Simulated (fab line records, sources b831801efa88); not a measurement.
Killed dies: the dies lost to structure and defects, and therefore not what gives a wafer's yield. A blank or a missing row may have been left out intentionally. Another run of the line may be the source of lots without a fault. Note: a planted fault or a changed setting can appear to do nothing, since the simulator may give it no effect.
Split-lot study :: flow sfq_line :: route with 325 steps; 5 lots, 23 wafers read

THE SPLIT
At SFQ_TRILAYER_M2_LITHO_PEB_060 (peb time 60 s), the setting peb_temp_c was moved away from the recipe's 115 C on 8 of the 23 wafers read, by -2.7% to +2.6%. All remaining wafers had this setting at the recipe value.

BETWEEN THE SPLIT AND THE READING: the file shows 1 step in between
- SFQ_TRILAYER_M2_LITHO_DEVELOP_059: time 60 s

THE READING
M2.cd_nm (the simulator's own value, which no gauge read), in nm, at SFQ_TRILAYER_M2_BARC_OPEN_METAL_ETCH_077 (etches BARC in O2, target depth 125 nm, time 41.7 s). The file does not state a usual value for it. Across the 15 wafers here that went through the recipe, the average is 500.2 nm and the standard deviation 0.79 nm.

wafer: L077.1
tool, chamber at the split: litho_track-01, 0
peb_temp_c as run, C: 116.8
against the recipe: +1.6%
M2.cd_nm, nm: 470.8
against lot-mates on the recipe: -30.0

wafer: L077.2
tool, chamber at the split: litho_track-01, 0
peb_temp_c as run, C: 115
against the recipe: recipe
M2.cd_nm, nm: 500.8
against lot-mates on the recipe: -

wafer: L077.3
tool, chamber at the split: litho_track-01, 0
peb_temp_c as run, C: 115
against the recipe: recipe
M2.cd_nm, nm: 500.2
against lot-mates on the recipe: -

wafer: L077.4
tool, chamber at the split: litho_track-01, 0
peb_temp_c as run, C: 116.8
against the recipe: +1.6%
M2.cd_nm, nm: 469.6
against lot-mates on the recipe: -31.2

wafer: L077.6
tool, chamber at the split: litho_track-01, 0
peb_temp_c as run, C: 115
against the recipe: recipe
M2.cd_nm, nm: 501.4
against lot-mates on the recipe: -

wafer: L078.1
tool, chamber at the split: litho_track-02, 0
peb_temp_c as run, C: 115
against the recipe: recipe
M2.cd_nm, nm: 501.9
against lot-mates on the recipe: -

wafer: L078.2
tool, chamber at the split: litho_track-02, 0
peb_temp_c as run, C: 115
against the recipe: recipe
M2.cd_nm, nm: 499.8
against lot-mates on the recipe: -

wafer: L078.3
tool, chamber at the split: litho_track-02, 0
peb_temp_c as run, C: 115
against the recipe: recipe
M2.cd_nm, nm: 501
against lot-mates on the recipe: -

wafer: L078.5
tool, chamber at the split: litho_track-02, 0
peb_temp_c as run, C: 115
against the recipe: recipe
M2.cd_nm, nm: 500
against lot-mates on the recipe: -

wafer: L078.6
tool, chamber at the split: litho_track-02, 0
peb_temp_c as run, C: 115
against the recipe: recipe
M2.cd_nm, nm: 500.7
against lot-mates on the recipe: -

wafer: L079.1
tool, chamber at the split: litho_track-02, 0
peb_temp_c as run, C: 118
against the recipe: +2.6%
M2.cd_nm, nm: 449.9
against lot-mates on the recipe: -49.6

wafer: L079.2
tool, chamber at the split: litho_track-02, 0
peb_temp_c as run, C: 115
against the recipe: recipe
M2.cd_nm, nm: 499.9
against lot-mates on the recipe: -

wafer: L079.3
tool, chamber at the split: litho_track-02, 0
peb_temp_c as run, C: 118
against the recipe: +2.6%
M2.cd_nm, nm: 449.6
against lot-mates on the recipe: -49.9

wafer: L079.4
tool, chamber at the split: litho_track-02, 0
peb_temp_c as run, C: 115
against the recipe: recipe
M2.cd_nm, nm: 499.1
against lot-mates on the recipe: -

wafer: L079.6
tool, chamber at the split: litho_track-02, 0
peb_temp_c as run, C: 118
against the recipe: +2.6%
M2.cd_nm, nm: 450.9
against lot-mates on the recipe: -48.6

wafer: L082.1
tool, chamber at the split: litho_track-01, 0
peb_temp_c as run, C: 111.9
against the recipe: -2.7%
M2.cd_nm, nm: 564.3
against lot-mates on the recipe: +64.8

wafer: L082.3
tool, chamber at the split: litho_track-01, 0
peb_temp_c as run, C: 111.9
against the recipe: -2.7%
M2.cd_nm, nm: 564.3
against lot-mates on the recipe: +64.8

wafer: L082.4
tool, chamber at the split: litho_track-01, 0
peb_temp_c as run, C: 115
against the recipe: recipe
M2.cd_nm, nm: 499.9
against lot-mates on the recipe: -

wafer: L082.5
tool, chamber at the split: litho_track-01, 0
peb_temp_c as run, C: 115
against the recipe: recipe
M2.cd_nm, nm: 499.1
against lot-mates on the recipe: -

wafer: L082.6
tool, chamber at the split: litho_track-01, 0
peb_temp_c as run, C: 111.9
against the recipe: -2.7%
M2.cd_nm, nm: 564.4
against lot-mates on the recipe: +64.9

wafer: L084.1
tool, chamber at the split: litho_track-01, 0
peb_temp_c as run, C: 115
against the recipe: recipe
M2.cd_nm, nm: 499.8
against lot-mates on the recipe: -

wafer: L084.4
tool, chamber at the split: litho_track-01, 0
peb_temp_c as run, C: 115
against the recipe: recipe
M2.cd_nm, nm: 499.9
against lot-mates on the recipe: -

wafer: L084.5
tool, chamber at the split: litho_track-01, 0
peb_temp_c as run, C: 115
against the recipe: recipe
M2.cd_nm, nm: 499.4
against lot-mates on the recipe: -

THE FIT
A straight line over all 23 wafers: M2.cd_nm changes by -21.4 nm for each +1% of peb_temp_c; r = -1.00; the points scatter about the line by 2.9 nm.
The same after taking each lot's own level away (the mean of its wafers on the recipe; 23 wafers): -21.5 nm for each +1%; r = -1.00; scatter 3.1 nm.
According to that fit, moving peb_temp_c by its largest amount changes the reading by 58 nm.
The lots' own levels span 499.50 to 500.80 nm, that is 1.7 times the standard deviation above.
Hence the lot-to-lot level has little effect on the slope; both slopes agree.
Check: with one of the wafers moved furthest among these (-2.7%) left out of the fit, the line predicts +58.6 nm for it against its lot-mates. It came out at +64.8 nm against them.

ADDITIONAL SPLITS CARRIED BY THESE WAFERS
Other splits were also applied to these wafers ahead of the reading. Each is held against what the fit with the lots' levels taken away leaves over:
other split on the same wafers: SFQ_TRILAYER_M1_BARC_OPEN_METAL_ETCH_054 icp_w
wafers away from the commonest value: 7
r with M2.cd_nm (lot level and that fit taken away): +0.21

other split on the same wafers: SFQ_TRILAYER_I1_VIA_LITHO_COAT_049 spin_rpm
wafers away from the commonest value: 9
r with M2.cd_nm (lot level and that fit taken away): +0.16

other split on the same wafers: SFQ_TRILAYER_I1_VIA_ETCH_VIA_ETCH_052 source_w
wafers away from the commonest value: 8
r with M2.cd_nm (lot level and that fit taken away): -0.11

FILE'S OWN FIT
M2.cd_nm changes by -21.3 nm for each +1% of peb_temp_c, r = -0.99.
